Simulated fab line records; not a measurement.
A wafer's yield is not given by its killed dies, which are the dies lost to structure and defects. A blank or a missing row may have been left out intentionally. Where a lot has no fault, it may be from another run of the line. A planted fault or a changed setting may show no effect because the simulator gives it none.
One fault seen from 2 desks | flow sky130 | every desk sees just its own numbers, and what lay behind them comes last

## FOR THE TOOL OWNER'S DESK: rie_metal-01
The tool's own readings at SKY_METAL3_METAL_ETCH_18 (etches the open film in Cl2/BCl3, stops on SiO2, target depth 845 nm, time 183.1 s): means of the sampled wafers that have a number, for each lot that ran on this tool. If a lot's mean is further than 4 standard deviations from the usual mean, the lot is out of limits and carries the mark OUT (the distance appears in the brackets).
Columns: A = drypump_motor_current_A at SKY_METAL3_METAL_ETCH_18, usual 5.7 A; B = mfc_cl2_sccm at SKY_METAL3_METAL_ETCH_18, usual 59.99 sccm; C = oes_product_au at SKY_METAL3_METAL_ETCH_18, usual 0.865 a.u.; D = run_length_s at SKY_METAL3_METAL_ETCH_18, usual 211.3 s; E = throttle_valve_pct at SKY_METAL3_METAL_ETCH_18, usual 22.264 %
lot  | first seen here | A   | B     | C               | D               | E
L236 | day 38 18:23    | 5.5 | 59.84 | 0.859           | 211.3           | 22.267
L239 | day 39 22:52    | 5.7 | 59.80 | 0.864           | 211.0           | 22.256
L241 | day 40 01:25    | 5.5 | 60.09 | 0.867           | 211.2           | 22.267
L242 | day 40 22:17    | 5.5 | 59.91 | 0.868           | 211.2           | 22.262
L248 | day 42 08:47    | 5.7 | 60.00 | 0.928 (+11) OUT | 196.9 (-27) OUT | 22.271
L250 | day 42 20:02    | 4.9 | 60.01 | 0.931 (+12) OUT | 198.1 (-25) OUT | 22.269
This desk's verdict: out of limits on L248, L250, starting with L248 at day 42 08:47 (oes_product_au at SKY_METAL3_METAL_ETCH_18). Within limits: L236, L239, L241, L242.

## THE METROLOGY DESK
Means of the sampled wafers that have a number, per lot and without regard to the tool the lot ran on: this is what the gauges read. If a lot's mean is further than 4 standard deviations from the usual mean, the lot is out of limits and carries the mark OUT (the distance appears in the brackets).
Columns: A = CAPM_TIN_RS at SKY_CAPM_RS_MEAS_03, usual 6.92 ohm/sq; B = CAPM_TIN_THK at SKY_CAPM_THK_MEAS_04, usual 199.8 nm
lot  | first seen here | A    | B
L235 | day 36 07:32    | 6.90 | 199.0
L236 | day 36 14:56    | 6.84 | 201.7
L237 | day 37 02:21    | 6.87 | 201.8
L240 | day 37 19:54    | 6.93 | 198.2
L239 | day 37 20:19    | 6.89 | 198.7
L238 | day 37 20:53    | 6.93 | 200.2
L241 | day 37 22:58    | 6.88 | 201.3
L242 | day 38 20:28    | 6.90 | 200.4
L248 | day 40 08:46    | 6.95 | 200.2
L250 | day 40 19:56    | 6.85 | 202.3
L252 | day 41 14:08    | 6.88 | 201.3
L254 | day 42 03:58    | 6.91 | 198.8
L255 | day 42 05:28    | 6.84 | 200.9
L256 | day 42 06:08    | 6.94 | 197.7
This desk found nothing out of limits on any of the 14 lots.

## ALL TOGETHER
An alarm could have come from the tool owner's desk at day 42 08:47, on L248, L250.
From the metrology desk's view, nothing was out of limits.
The metrology desk holds a record of L248, L250, inside its limits.
All the named lots went through SKY_METAL3_METAL_ETCH_18 on rie_metal-01.

## WHAT HAD BEEN PUT IN BY THE SIMULATOR
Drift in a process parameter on rie_metal-01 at SKY_METAL3_METAL_ETCH_18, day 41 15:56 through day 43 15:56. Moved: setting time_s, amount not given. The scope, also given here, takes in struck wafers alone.
Struck lots among those shown: L248, L250.
How many hours passed from the start of the fault until each desk's first out-of-limits reading: the tool owner's desk, 17.
